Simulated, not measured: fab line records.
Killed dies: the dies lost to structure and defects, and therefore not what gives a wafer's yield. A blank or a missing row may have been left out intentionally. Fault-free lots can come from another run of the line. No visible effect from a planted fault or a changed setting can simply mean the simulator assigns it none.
fab line records + flow sky130
record:
- lots: 10
- wafers: 30
- last_day: 50
route steps=708 shown CAPM@539 CAP2M@617 METAL4@634 VIA4@658
lots untouched by any fault: they come from a run of this same line in which no faults occurred
start_h: start of the lot's first displayed wafer, in hours after the record's first day + wait_h: hours since the lot's step before + " same as the row above + L1.1+2: a single row standing in for several wafers + - no value, or no start given + * or withheld: withheld + < > ~ a bound
route shown NAME@n: NAME is a module with steps in the file, n the number in the route of the first one + usual: average and standard deviation across the fault-free wafers + same: alike in all rows + chamber/n: place in a boat + sites: per-site readings + _std_site: standard deviation across them + _edge_site: mean of outer sites minus mean of inner sites + radius_mm: how far each site lies from the wafer's centre + mask NAME#n: copy n + behind: the most recent tool/chamber to have shaped the wafer + hold: the reason the lot was held/the length of the hold in hours/how it ended + device: transistor that didn't switch, given as n, p or np + end of line: tests run on the same wafers once the route is complete + a step with no rows: only its recipe + killed: count of dies lost to structure and defects at first sort (not the wafer's yield) + map: shows each die of a wafer: x if killed, . if not, _ if none is there
set.NAME: the run value of the setting; set.NAME@STEP: its run value at that earlier step + model.NAME: the simulator's own value behind a step, which no gauge read
the route's steps for a sample of lots (tables are steps, rows are wafers)
services: when a tool's chamber went out of use (start_h, in hours from the record's first day, below 0 if earlier), for how many hours, and the reason
== steps ==
step: SKY_CAPM_SPUTTER_02
recipe:
- material: TiN
- target_thk_nm: 200
- temp_c: 300
- power_w: 6500
- time_s: 166.7
- chamber_pressure_pa: 0.4
usual:
- throttle_valve_pct: 30.2/0.72
same:
- time_s: 166.7
| lot.wafer | tool           | chamber | start_h | wait_h | throttle_valve_pct |
|-----------|----------------|---------|---------|--------|--------------------|
| L178.1    | pvd_sputter-04 | -       | 846.04  | 0.1    | 29.8               |
| L178.4    | "              | -       | "       | "      | 27.8               |
| L178.5    | "              | -       | "       | "      | 29.8               |
| L179.1    | pvd_sputter-02 | -       | 861.30  | 0.1    | 31.9               |
| L179.3    | "              | -       | "       | "      | 31.1               |
| L179.4    | "              | -       | "       | "      | 31.5               |
| L180.1    | pvd_sputter-04 | -       | 867.23  | 0.1    | 29.8               |
| L180.3    | "              | -       | "       | "      | 29.6               |
| L180.6    | "              | -       | "       | "      | 29.4               |
| L183.1    | pvd_sputter-02 | -       | 891.14  | 0.1    | 31.4               |
| L183.2    | "              | -       | "       | "      | 31.4               |
| L183.4    | "              | -       | "       | "      | 31.7               |
| L189.3    | pvd_sputter-02 | -       | 935.34  | 0.0    | 31.5               |
| L189.4    | "              | -       | "       | "      | 30.0               |
| L189.5    | "              | -       | "       | "      | 30.2               |
| L190.1    | pvd_sputter-03 | -       | 945.13  | 0.1    | 30.6               |
| L190.2    | "              | -       | "       | "      | 30.5               |
| L190.4    | "              | -       | "       | "      | 29.7               |
| L192.1    | pvd_sputter-02 | -       | 952.83  | 0.1    | 29.9               |
| L192.3    | "              | -       | "       | "      | 31.7               |
| L192.6    | "              | -       | "       | "      | 31.3               |
| L193.1    | pvd_sputter-03 | -       | 961.79  | 0.1    | 30.1               |
| L193.3    | "              | -       | "       | "      | 30.3               |
| L193.5    | "              | -       | "       | "      | 29.8               |
| L195.1    | pvd_sputter-03 | -       | 978.75  | 0.1    | 30.3               |
| L195.3    | "              | -       | "       | "      | 29.8               |
| L195.5    | "              | -       | "       | "      | 29.7               |
| L200.1    | pvd_sputter-03 | -       | 1011.44 | 0.1    | 29.7               |
| L200.3    | "              | -       | "       | "      | 29.7               |
| L200.6    | "              | -       | "       | "      | 30.3               |
step: SKY_CAP2M_STRIP_14
recipe:
- chemistry: O2/N2
- power_w: 1400
- pressure_mtorr: 1500
- platen_temp_c: withheld
- o2_flow_sccm: 3000
- n2_flow_sccm: 300
- overash_fraction: 0.5
usual:
- drypump_motor_current_A: 5.4/0.38
- oes_product_au: 0.710/0.0045
- strip_time_to_endpoint_s: 12.64/0.04
| lot.wafer | tool            | chamber | start_h | wait_h | drypump_motor_current_A | oes_product_au | rf_hours_counter_h | strip_time_to_endpoint_s |
|-----------|-----------------|---------|---------|--------|-------------------------|----------------|--------------------|--------------------------|
| L178.1    | plasma_asher-03 | 0       | 953.75  | 0.1    | 5.6                     | 0.713          | 109                | 12.68                    |
| L178.4    | "               | 0       | "       | "      | 5.5                     | 0.714          | -                  | 12.65                    |
| L178.5    | "               | 1       | "       | "      | 5.3                     | 0.709          | -                  | 12.72                    |
| L179.1    | plasma_asher-03 | 1       | 965.59  | 0.1    | 5.3                     | 0.712          | 111                | 12.70                    |
| L179.3    | "               | 0       | "       | "      | 5.5                     | 0.709          | -                  | 12.68                    |
| L179.4    | "               | 1       | "       | "      | 5.3                     | 0.710          | -                  | 12.64                    |
| L180.1    | plasma_asher-03 | 1       | 972.56  | 0.1    | 5.4                     | 0.712          | 111                | 12.71                    |
| L180.3    | "               | 0       | "       | "      | 5.5                     | 0.708          | -                  | 12.69                    |
| L180.6    | "               | 0       | "       | "      | 5.5                     | 0.713          | -                  | 12.66                    |
| L183.1    | plasma_asher-02 | 1       | 991.55  | 0.1    | 5.6                     | 0.718          | 56                 | 12.58                    |
| L183.2    | "               | 0       | "       | "      | 6.3                     | 0.713          | 56                 | 12.60                    |
| L183.4    | "               | 1       | "       | "      | 5.6                     | 0.712          | -                  | 12.61                    |
| L189.3    | plasma_asher-03 | 0       | 1033.17 | 0.1    | 5.5                     | 0.713          | -                  | 12.63                    |
| L189.4    | "               | 1       | "       | "      | 5.3                     | 0.705          | -                  | 12.59                    |
| L189.5    | "               | 1       | "       | "      | 5.3                     | 0.712          | -                  | 12.64                    |
| L190.1    | plasma_asher-01 | 1       | 1041.24 | 0.1    | 5.1                     | 0.711          | 30                 | 12.63                    |
| L190.2    | "               | 0       | "       | "      | 4.9                     | 0.709          | 30                 | 12.62                    |
| L190.4    | "               | 1       | "       | "      | 5.1                     | 0.710          | -                  | 12.61                    |
| L192.1    | plasma_asher-03 | 0       | 1050.70 | 0.1    | 5.5                     | 0.706          | 119                | 12.71                    |
| L192.3    | "               | 0       | "       | "      | 5.5                     | 0.712          | -                  | 12.72                    |
| L192.6    | "               | 0       | "       | "      | 5.5                     | 0.713          | -                  | 12.74                    |
| L193.1    | plasma_asher-01 | 0       | 1059.21 | 0.1    | 4.9                     | 0.707          | 32                 | 12.59                    |
| L193.3    | "               | 1       | "       | "      | 5.1                     | 0.708          | -                  | 12.59                    |
| L193.5    | "               | 1       | "       | "      | 5.1                     | 0.714          | -                  | 12.60                    |
| L195.1    | plasma_asher-01 | 0       | 1074.04 | 0.1    | 4.9                     | 0.708          | 34                 | 12.58                    |
| L195.3    | "               | 1       | "       | "      | 5.1                     | 0.712          | -                  | 12.66                    |
| L195.5    | "               | 1       | "       | "      | 5.1                     | 0.714          | -                  | 12.62                    |
| L200.1    | plasma_asher-03 | 0       | 1102.54 | 0.1    | 5.5                     | 0.709          | 3                  | 12.56                    |
| L200.3    | "               | 1       | "       | "      | 5.4                     | 0.709          | -                  | 12.63                    |
| L200.6    | "               | 0       | "       | "      | 5.5                     | 0.707          | -                  | 12.54                    |
step: SKY_METAL4_METAL_ETCH_18
recipe:
- target_depth_a: 8450
- stop_on: SiO2
- over_etch_frac: 0.3
- time_s: 183.1
- chemistry: Cl2/BCl3
- resist_sidewall_deg: 88
- pressure_mtorr: 10
- icp_w: 900
- bias_w: 48.5
- Cl2_flow_sccm: 60
- bcl3_flow_sccm: 30
usual:
- drypump_motor_current_A: 5.4/0.46
- oes_product_au: 0.865/0.0066
- over_etch_frac: 0.3/0
- throttle_valve_pct: 22.264/0.01
same:
- time_s: 183.1
| lot.wafer | tool         | chamber | start_h | wait_h | drypump_motor_current_A | oes_product_au | over_etch_frac | rf_hours_counter_h | throttle_valve_pct |
|-----------|--------------|---------|---------|--------|-------------------------|----------------|----------------|--------------------|--------------------|
| L178.1    | rie_metal-04 | 1       | 979.32  | 0.0    | 4.7                     | 0.862          | 0.3            | 12                 | 22.264             |
| L178.4    | "            | 1       | "       | "      | 4.7                     | 0.864          | 0.3            | -                  | 22.256             |
| L178.5    | "            | 1       | "       | "      | 4.7                     | 0.855          | 0.3            | -                  | 22.267             |
| L179.1    | rie_metal-02 | 1       | 989.91  | 0.0    | 5.9                     | 0.867          | 0.3            | 10                 | 22.261             |
| L179.3    | "            | 1       | "       | "      | 5.9                     | 0.863          | 0.3            | -                  | 22.283             |
| L179.4    | "            | 1       | "       | "      | 5.9                     | 0.869          | 0.3            | -                  | 22.270             |
| L180.1    | rie_metal-04 | 1       | 997.41  | 0.0    | 4.6                     | 0.863          | 0.3            | 13                 | 22.267             |
| L180.3    | "            | 1       | "       | "      | 4.7                     | 0.859          | 0.3            | -                  | 22.258             |
| L180.6    | "            | 1       | "       | "      | 4.6                     | 0.862          | 0.3            | -                  | 22.276             |
| L183.1    | rie_metal-02 | 1       | 1015.78 | 0.0    | 5.9                     | 0.876          | 0.3            | 13                 | 22.258             |
| L183.2    | "            | 0       | "       | "      | 5.3                     | 0.866          | 0.3            | 6                  | 22.272             |
| L183.4    | "            | 0       | "       | "      | 5.3                     | 0.868          | 0.3            | -                  | 22.263             |
| L189.3    | rie_metal-02 | 1       | 1056.37 | 0.1    | 5.9                     | 0.858          | 0.3            | -                  | 22.275             |
| L189.4    | "            | 0       | "       | "      | 5.3                     | 0.806          | 0.48359        | -                  | 22.258             |
| L189.5    | "            | 0       | "       | "      | 5.3                     | 0.806          | 0.48359        | -                  | 22.262             |
| L190.1    | rie_metal-02 | 0       | 1064.14 | 0.0    | 5.3                     | 0.800          | 0.48359        | 9                  | 22.277             |
| L190.2    | "            | 1       | "       | "      | 5.9                     | 0.856          | 0.3            | 16                 | 22.255             |
| L190.4    | "            | 0       | "       | "      | 5.3                     | 0.802          | 0.48359        | -                  | 22.270             |
| L192.1    | rie_metal-01 | 0       | 1073.41 | 0.0    | 6.0                     | 0.869          | 0.3            | 3                  | 22.260             |
| L192.3    | "            | 0       | "       | "      | 5.9                     | 0.878          | 0.3            | -                  | 22.282             |
| L192.6    | "            | 1       | "       | "      | 5.0                     | 0.876          | 0.3            | -                  | 22.263             |
| L193.1    | rie_metal-01 | 1       | 1081.21 | 0.0    | 5.0                     | 0.869          | 0.3            | 26                 | 22.267             |
| L193.3    | "            | 1       | "       | "      | 5.0                     | 0.868          | 0.3            | -                  | 22.257             |
| L193.5    | "            | 1       | "       | "      | 5.0                     | 0.877          | 0.3            | -                  | 22.259             |
| L195.1    | rie_metal-01 | 0       | 1095.87 | 0.0    | 6.0                     | 0.866          | 0.3            | 4                  | 22.258             |
| L195.3    | "            | 0       | "       | "      | 6.0                     | 0.867          | 0.3            | -                  | 22.270             |
| L195.5    | "            | 1       | "       | "      | 5.0                     | 0.868          | 0.3            | -                  | 22.259             |
| L200.1    | rie_metal-01 | 0       | 1123.22 | 0.0    | 5.9                     | 0.861          | 0.3            | 7                  | 22.261             |
| L200.3    | "            | 0       | "       | "      | 5.9                     | 0.853          | 0.3            | -                  | 22.281             |
| L200.6    | "            | 0       | "       | "      | 5.9                     | 0.858          | 0.3            | -                  | 22.262             |
step: SKY_METAL4_STRIP_19
recipe:
- chemistry: O2/N2
- power_w: 1400
- pressure_mtorr: 1500
- platen_temp_c: withheld
- o2_flow_sccm: 3000
- n2_flow_sccm: 300
- overash_fraction: 0.5
usual:
- drypump_motor_current_A: 5.3/0.36
- oes_product_au: 0.501/0.0054
- strip_time_to_endpoint_s: 6.50/0.073
| lot.wafer | tool            | chamber | start_h | wait_h | drypump_motor_current_A | oes_product_au | rf_hours_counter_h | strip_time_to_endpoint_s |
|-----------|-----------------|---------|---------|--------|-------------------------|----------------|--------------------|--------------------------|
| L178.1    | plasma_asher-04 | 0       | 979.50  | 0.1    | 5.9                     | 0.506          | 85                 | 6.48                     |
| L178.4    | "               | 1       | "       | "      | 4.8                     | 0.514          | -                  | 6.54                     |
| L178.5    | "               | 0       | "       | "      | 5.9                     | 0.500          | -                  | 6.55                     |
| L179.1    | plasma_asher-04 | 0       | 990.27  | 0.3    | 5.9                     | 0.498          | 86                 | 6.48                     |
| L179.3    | "               | 1       | "       | "      | 4.7                     | 0.501          | -                  | 6.51                     |
| L179.4    | "               | 0       | "       | "      | 5.9                     | 0.499          | -                  | 6.54                     |
| L180.1    | plasma_asher-01 | 0       | 997.59  | 0.1    | 4.9                     | 0.502          | 25                 | 6.49                     |
| L180.3    | "               | 0       | "       | "      | 4.9                     | 0.513          | -                  | 6.46                     |
| L180.6    | "               | 0       | "       | "      | 4.9                     | 0.494          | -                  | 6.46                     |
| L183.1    | plasma_asher-03 | 0       | 1015.96 | 0.1    | 5.5                     | 0.496          | 116                | 6.45                     |
| L183.2    | "               | 1       | "       | "      | 5.3                     | 0.492          | 116                | 6.44                     |
| L183.4    | "               | 1       | "       | "      | 5.3                     | 0.503          | -                  | 6.49                     |
| L189.3    | plasma_asher-01 | 1       | 1056.53 | 0.1    | 5.2                     | 0.496          | -                  | 6.50                     |
| L189.4    | "               | 0       | "       | "      | 4.9                     | 0.469          | -                  | 5.77                     |
| L189.5    | "               | 0       | "       | "      | 4.9                     | 0.479          | -                  | 5.82                     |
| L190.1    | plasma_asher-03 | 1       | 1064.32 | 0.1    | 5.3                     | 0.464          | 0                  | 5.59                     |
| L190.2    | "               | 0       | "       | "      | 5.5                     | 0.495          | 0                  | 6.39                     |
| L190.4    | "               | 1       | "       | "      | 5.3                     | 0.463          | -                  | 5.60                     |
| L192.1    | plasma_asher-01 | 0       | 1073.59 | 0.1    | 4.9                     | 0.499          | 34                 | 6.54                     |
| L192.3    | "               | 0       | "       | "      | 4.9                     | 0.500          | -                  | 6.55                     |
| L192.6    | "               | 0       | "       | "      | 4.9                     | 0.504          | -                  | 6.57                     |
| L193.1    | plasma_asher-01 | 0       | 1081.39 | 0.1    | 4.9                     | 0.500          | 34                 | 6.54                     |
| L193.3    | "               | 1       | "       | "      | 5.1                     | 0.509          | -                  | 6.50                     |
| L193.5    | "               | 0       | "       | "      | 4.9                     | 0.497          | -                  | 6.53                     |
| L195.1    | plasma_asher-03 | 0       | 1096.04 | 0.1    | 5.5                     | 0.499          | 3                  | 6.46                     |
| L195.3    | "               | 1       | "       | "      | 5.4                     | 0.496          | -                  | 6.38                     |
| L195.5    | "               | 0       | "       | "      | 5.5                     | 0.501          | -                  | 6.52                     |
| L200.1    | plasma_asher-03 | 0       | 1123.57 | 0.3    | 5.5                     | 0.494          | 5                  | 6.45                     |
| L200.3    | "               | 0       | "       | "      | 5.5                     | 0.496          | -                  | 6.41                     |
| L200.6    | "               | 1       | "       | "      | 5.3                     | 0.496          | -                  | 6.46                     |
step: SKY_VIA4_RS_MEAS_19
recipe:
- thk_meas_gauge: four-point-probe
- reads: W_of_VIA4_CVD_18+TiN_of_VIA4_SPUTTER_17
usual:
- VIA4_W_RS: 0.2253/0.0021
| lot.wafer | tool          | chamber | start_h | wait_h | VIA4_W_RS[ohm/sq] |
|-----------|---------------|---------|---------|--------|-------------------|
| L178.1    | film_metro-03 | -       | 1004.80 | 0.1    | 0.2276            |
| L178.4    | "             | -       | "       | "      | 0.2285            |
| L178.5    | "             | -       | "       | "      | 0.2272            |
| L179.1    | film_metro-01 | -       | 1015.37 | 0.1    | 0.2245            |
| L179.3    | "             | -       | "       | "      | 0.2227            |
| L179.4    | "             | -       | "       | "      | 0.2249            |
| L180.1    | film_metro-02 | -       | 1022.67 | 0.1    | 0.2244            |
| L180.3    | "             | -       | "       | "      | 0.2240            |
| L180.6    | "             | -       | "       | "      | 0.2249            |
| L183.1    | film_metro-03 | -       | 1040.12 | 0.1    | 0.2243            |
| L183.2    | "             | -       | "       | "      | 0.2252            |
| L183.4    | "             | -       | "       | "      | 0.2276            |
| L189.3    | film_metro-03 | -       | 1079.84 | 0.1    | 0.2234            |
| L189.4    | "             | -       | "       | "      | 0.2246            |
| L189.5    | "             | -       | "       | "      | 0.2259            |
| L190.1    | film_metro-01 | -       | 1087.14 | 0.1    | 0.2245            |
| L190.2    | "             | -       | "       | "      | 0.2228            |
| L190.4    | "             | -       | "       | "      | 0.2237            |
| L192.1    | film_metro-02 | -       | 1096.54 | 0.1    | 0.2254            |
| L192.3    | "             | -       | "       | "      | 0.2234            |
| L192.6    | "             | -       | "       | "      | 0.2284            |
| L193.1    | film_metro-03 | -       | 1103.32 | 0.1    | 0.2263            |
| L193.3    | "             | -       | "       | "      | 0.2245            |
| L193.5    | "             | -       | "       | "      | 0.2265            |
| L195.1    | film_metro-03 | -       | 1118.81 | 0.1    | 0.2263            |
| L195.3    | "             | -       | "       | "      | 0.2226            |
| L195.5    | "             | -       | "       | "      | 0.2243            |
| L200.1    | film_metro-03 | -       | 1144.25 | 0.1    | 0.2225            |
| L200.3    | "             | -       | "       | "      | 0.2210            |
| L200.6    | "             | -       | "       | "      | 0.2240            |
== services ==
| tool            | chamber | start_h | hours | kind   |
|-----------------|---------|---------|-------|--------|
| rie_metal-02    | 1       | 822.84  | 14.7  | repair |
| plasma_asher-01 | -       | 833.83  | 1.3   | repair |
| pvd_sputter-02  | -       | 834.49  | 2.3   | repair |
| rie_metal-04    | -       | 845.63  | 0.4   | repair |
| pvd_sputter-02  | -       | 863.15  | 2.3   | repair |
| plasma_asher-01 | -       | 870.22  | 0.4   | repair |
| pvd_sputter-03  | -       | 877.44  | 1.2   | repair |
| pvd_sputter-04  | -       | 881.61  | 1.2   | repair |
| rie_metal-04    | -       | 883.74  | 0.8   | repair |
| rie_metal-02    | 1       | 897.76  | 6.1   | repair |
| pvd_sputter-02  | -       | 898.36  | 3.4   | repair |
| rie_metal-04    | -       | 953.81  | 15.6  | pm     |
| rie_metal-01    | -       | 954.03  | 0.5   | repair |
| pvd_sputter-04  | -       | 955.68  | 3.5   | repair |
| pvd_sputter-02  | -       | 959.63  | 1.3   | repair |
| plasma_asher-04 | -       | 960.08  | 4.3   | repair |
| rie_metal-02    | 0       | 976.26  | 21.6  | repair |
| rie_metal-04    | -       | 991.72  | 2.8   | pm     |
| rie_metal-01    | 0       | 1032.29 | 6.4   | repair |
| plasma_asher-03 | -       | 1055.25 | 9.0   | pm     |
| plasma_asher-03 | -       | 1079.78 | 0.3   | repair |
| pvd_sputter-02  | -       | 1085.34 | 2.5   | repair |
| plasma_asher-03 | -       | 1089.65 | 1.3   | repair |
| pvd_sputter-03  | -       | 1105.30 | 1.7   | repair |
== key ==
first_sign:
- step: SKY_METAL4_METAL_ETCH_18
- reading: over_etch_frac
- direction: up
- sigmas: 99+
- usual: 0.3
- struck: 0.48359
effect:
- step: SKY_METAL4_METAL_ETCH_18
- reading: oes_product_au
- direction: down
- sigmas: 9.2
- usual: 0.865
- struck: 0.803
effect:
- step: SKY_METAL4_STRIP_19
- reading: strip_time_to_endpoint_s
- direction: down
- sigmas: 11
- usual: *
- struck: *
met_at SKY_METAL4_METAL_ETCH_18
struck_lots L189,L190
struck_wafers L189.4,L189.5,L190.1,L190.4
not_acting_at SKY_CAPM_SPUTTER_02,SKY_CAP2M_STRIP_14,SKY_VIA4_RS_MEAS_19
onset_between 1015.78 1056.37
fault:
- kind: process_parameter_drift
- tool: rie_metal-02
- chamber: 0
- onset_h: 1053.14
- steps: SKY_METAL4_METAL_ETCH_18
- channel: over_etch_frac
- offset: 0.18359
- shape: step
- end_h: 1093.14
- acts_in: these_recipes_only
- stated: 0.3
